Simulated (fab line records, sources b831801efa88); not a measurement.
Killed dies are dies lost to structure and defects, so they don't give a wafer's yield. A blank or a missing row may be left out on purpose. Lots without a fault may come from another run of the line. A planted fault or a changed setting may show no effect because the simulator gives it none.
A struck lot beside a sound one | flow gf180mcu | 16 steps out of a route of 602
Sound: wafers L533.2, L533.3, L533.5. Struck: wafer L546.2. (L546.1, L546.3 of the same lot were not struck and are left out.) The cause comes at the end.
At each step with rows: each side's tool, then ch and its chambers, then its first start. Under that, the readings that differ: sound wafers | struck wafers | difference of the means | sigmas: that difference in standard deviations of wafers without a fault.
alike: readings whose means differ by less than 2 such deviations, and words and numbers that are the same on both sides. not compared: withheld readings, readings that some wafer has no value for, bounds like >300 that may hide the same value, and numbers for which the record gives no deviation and whose values overlap.
The two part at a step that has a row with sigmas, a row that says differs or no value, or rows on one side only. Numbers that don't overlap but have no deviation are shown without sigmas and don't part them. A reading that every wafer of one side lacks parts them only if that side has two wafers or more.

GF_TOP_METAL_SPUTTER_04: material TiN, target thk 25 nm, time 20.8 s.
  sound on pvd_sputter-02, day 29 10:14; struck on pvd_sputter-02, day 32 23:32
  alike: throttle_valve_pct
GF_TOP_METAL_RS_MEAS_05: measures by four-point-probe.
  sound on film_metro-03, day 29 10:17; struck on film_metro-03, day 32 23:34
  alike: TOP_METAL_ALCU_RS
GF_TOP_METAL_THK_MEAS_06: measures by xrf.
  sound on film_metro-03, day 29 10:23; struck on film_metro-03, day 32 23:41
  alike: TOP_METAL_ALCU_THK
then, 7 steps without rows for these wafers: GF_TOP_METAL_DEHYDRATE_07 (time 60 s); GF_TOP_METAL_HMDS_08 (prime time 60 s); GF_TOP_METAL_COAT_09 (resist thk 1500 nm); GF_TOP_METAL_SOFTBAKE_10 (time 60 s); GF_TOP_METAL_EXPOSE_11 (exposes mask MetalTop, target cd 440 nm); GF_TOP_METAL_PEB_12; GF_TOP_METAL_DEVELOP_13 (develop time 60 s).
GF_TOP_METAL_CD_MEAS_14: target cd 440 nm.
  sound on cd_sem-02, day 30 05:14; struck on cd_sem-01, day 33 15:36
  alike: cd_nm
GF_TOP_METAL_OVL_MEAS_15:
  sound on overlay-01, day 30 05:20; struck on overlay-01, day 33 15:43
  alike: TOP_METAL_OVL
GF_TOP_METAL_METAL_ETCH_16: etches the open film in Cl2/BCl3, stops on SiO2, target depth 1197 nm, time 199.5 s.
  sound on rie_metal-04 ch 1, day 30 05:26; struck on rie_metal-02 ch 0, day 33 15:46
  reading                                        | sound                | struck | difference                   | sigmas
  oes_product_au (a.u.)                          | 0.992 0.988 0.987    | 0.925  | -0.064                       | -13
  rf_hours_counter_h (h)                         | - - -                | 7      | no value on the sound wafers |
  run_length_s (s)                               | 227.92 228.23 228.62 | 253.24 | +24.98                       | +96
  throttle_valve_pct (%)                         | 28.242 28.247 28.230 | 28.301 | +0.061                       | +7
  model.NOVOLAK_of_TOP_METAL_COAT_09.thk_nm (nm) | 1029 1035 1030       | 957.5  | -73.8                        |
  alike: drypump_motor_current_A, rf_fwd_power_W
GF_TOP_METAL_STRIP_17: strips in O2/N2.
  sound on plasma_asher-04 ch 0,1, day 30 05:46; struck on plasma_asher-04 ch 1, day 33 15:57
  reading                      | sound             | struck | difference | sigmas
  strip_time_to_endpoint_s (s) | 13.01 13.07 13.01 | 12.25  | -0.78      | -11
  alike: drypump_motor_current_A, heater_power_w, oes_product_au
  not compared: rf_hours_counter_h
then, 1 step without rows for these wafers: GF_TOP_METAL_STRIP_18 (strips in post etch residue remover, time 1200 s).
GF_PASSIVATION_PROBE_99:
  the record has rows for the sound wafers here (prober-02, day 31 02:46) and none for the struck ones

WHERE THEY PART
First at GF_TOP_METAL_METAL_ETCH_16; last, within this record, at GF_PASSIVATION_PROBE_99.

WHY: what the simulator had put in
Process parameter drift: rie_metal-02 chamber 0, from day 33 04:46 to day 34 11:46, at GF_TOP_METAL_METAL_ETCH_16. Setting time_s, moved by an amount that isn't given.
